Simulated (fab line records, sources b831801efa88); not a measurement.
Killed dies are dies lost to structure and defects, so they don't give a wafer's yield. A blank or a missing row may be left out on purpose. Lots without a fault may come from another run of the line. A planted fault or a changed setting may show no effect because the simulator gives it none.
A struck lot beside a sound one | flow sky130 | 14 steps out of a route of 708
Sound: wafers L693.1, L693.2, L693.4. Struck: wafers L697.3, L697.4, L697.6. The cause comes at the end.
At each step with rows: each side's tool, then ch and its chambers, then its first start. Under that, the readings that differ: sound wafers | struck wafers | difference of the means | sigmas: that difference in standard deviations of wafers without a fault.
alike: readings whose means differ by less than 2 such deviations, and words and numbers that are the same on both sides. not compared: withheld readings, readings that some wafer has no value for, bounds like >300 that may hide the same value, and numbers for which the record gives no deviation and whose values overlap.
The two part at a step that has a row with sigmas, a row that says differs or no value, or rows on one side only. Numbers that don't overlap but have no deviation are shown without sigmas and don't part them. A reading that every wafer of one side lacks parts them only if that side has two wafers or more.

SKY_SONOS_TUNNEL_TW_MEAS_12:
  sound on film_metro-01, day 13 04:11; struck on film_metro-03, day 14 14:12
  alike: SONOS_TUNNEL_TW
then, 2 steps without rows for these wafers: SKY_SONOS_TUNNEL_CLEAN_13 (cleans in dHF, time 20 s); SKY_SONOS_ONO_OXIDATION_00 (stabilise 600 s, purge 300 s, target thk 2.6 nm).
SKY_SONOS_ONO_THK_MEAS_01:
  sound on film_metro-02, day 13 05:36; struck on film_metro-01, day 14 16:00
  alike: SONOS_ONO_OXIDATION_THK
then, 1 step without rows for these wafers: SKY_SONOS_ONO_CVD_02 (deposits Si3N4 from DCS/NH3, target thk 10.5 nm, time 180 s).
SKY_SONOS_ONO_THK_MEAS_03:
  sound on film_metro-04, day 13 06:43; struck on film_metro-02, day 14 17:33
  alike: SONOS_ONO_CVD_02_THK
then, 1 step without rows for these wafers: SKY_SONOS_ONO_CVD_04 (deposits SiO2 from SiH4/N2O, target thk 5.7199 nm).
SKY_SONOS_ONO_THK_MEAS_05:
  sound on film_metro-02, day 13 08:39; struck on film_metro-04, day 14 18:52
  alike: SONOS_ONO_CVD_04_THK
then, 4 steps without rows for these wafers: SKY_SONOS_ONO_DEHYDRATE_06 (time 60 s); SKY_SONOS_ONO_HMDS_07 (prime time 60 s); SKY_SONOS_ONO_COAT_08 (resist thk 1140 nm); SKY_SONOS_ONO_SOFTBAKE_09 (time 60 s).
SKY_SONOS_ONO_EXPOSE_10: exposes mask ONOM, target cd 410 nm.
  sound on iline_stepper-02 ch 0, day 13 21:20; struck on iline_stepper-01, day 15 08:13
  no value came back on the struck wafers for exposure_dose_mJ_cm2, focus_offset_nm (nm); on the sound wafers exposure_dose_mJ_cm2 reads 150.46 150.11 150.15
  alike: mask
then, 1 step without rows for these wafers: SKY_SONOS_ONO_PEB_11.

WHERE THEY PART
Only at SKY_SONOS_ONO_EXPOSE_10, within this record.

WHY: what the simulator had put in
Skipped step whole: iline_stepper-01, from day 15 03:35 on, at SKY_SONOS_ONO_EXPOSE_10. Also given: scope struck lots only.
